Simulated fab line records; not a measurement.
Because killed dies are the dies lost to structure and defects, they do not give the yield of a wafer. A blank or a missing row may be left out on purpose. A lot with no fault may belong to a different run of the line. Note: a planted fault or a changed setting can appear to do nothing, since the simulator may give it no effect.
Problem report in the 8D (eight disciplines) form, filled by code || flow gf180mcu || the parts of the form that need people (team, actions taken, sign-off) are left out

1. THE ISSUE
Mean STI_CVD_23_THK at GF_STI_THK_MEAS_24: 753 nm over 5 wafers in 3 lots; fault-free wafers: 648 nm, standard deviation 5.7. That is +18 standard deviations from the usual mean.
Earliest sighting: wafer L552.1 on film_metro-02 at day 6 12:00. The record holds 36 wafers of 12 lots with a number at this step. Rule for "out", or "out of limits": more than 4 standard deviations from the usual mean. The other wafers with a number count as sound.

2. WHAT IT IS, AND WHAT IT ISN'T
{"question": "which readings at this step", "is": "STI_CVD_23_THK", "is not": "-"}
{"question": "which lots", "is": "L552, L553, L554", "is not": "L535, L536, L538, L540, L542, L544, L545, L546, L555"}
{"question": "which wafers of those lots", "is": "L552.1, L552.6, L553.4, L554.2, L554.4", "is not": "L552.4, L553.2, L553.6, L554.3"}
{"question": "read on which gauges", "is": "film_metro-02, film_metro-03", "is not": "film_metro-01"}
{"question": "when", "is": "from day 6 12:00", "is not": "up to then (25 sound wafers); but 6 sound wafers of L553, L554, L555 came after"}

3. WHAT RULES OUT EACH SUSPECT
Counting: a tool at a process step up to the reading stays a suspect if it ran every lot that is out. Sound lots after the first of them don't rule it out here, since some wafers of a struck lot are sound.
- the gauge at GF_STI_THK_MEAS_24: ruled out. Those wafers that are out were read across 2 gauges (film_metro-02, film_metro-03).
- hdpcvd-01 at GF_STI_CVD_23 (deposits SiO2, target thk 650 nm, time 108.3 s): kept. Every lot that is out went through it, the first being L552 (day 6 11:56); the last sound lot it ran before that was L546 (day 5 03:41).
The count leaves hdpcvd-01 at GF_STI_CVD_23.

4. THE CAUSE (what the simulator had put in)
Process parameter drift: hdpcvd-01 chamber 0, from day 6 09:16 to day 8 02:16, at GF_STI_CVD_23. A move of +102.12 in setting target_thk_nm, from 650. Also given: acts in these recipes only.
After counting, this tool was the only one left.

5. THE EFFECT CHAIN, in route order
Each row: a reading whose mean over the struck wafers that have a number lies more than 3 standard deviations from the usual. Only readings for which the record gives a usual standard deviation are gone through. hours: the time from each lot's start at the first step in this table that gives one to its start at this step, as a median over the lots. sigmas: the change in usual standard deviations.
{"hours": 0, "step": "GF_STI_THK_MEAS_24", "reading": "STI_CVD_23_THK", "usual": "648 nm", "on struck wafers": 753, "change": "+105", "sigmas": "+18"}
{"hours": 0, "step": "GF_STI_CMP_25", "reading": "time_to_endpoint_s", "usual": "126 s", "on struck wafers": 151, "change": "+25", "sigmas": "+5.8"}
It contains these process steps:
- GF_STI_CMP_25: polishes, stops on Si3N4, t overpolish 33 s, target thk 524.6 nm.

6. HOW IT WOULD HAVE BEEN CAUGHT EARLIER
Counted from the fault's start at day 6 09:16, it took 3 hours until the first out-of-limits reading at a measuring or inspecting step in this record, taken at day 6 12:00.
Among the 3 lots that are out, L553, L554 began GF_STI_CVD_23 on hdpcvd-01 after day 6 12:00. A hold on the tool at that time would have spared those 2.
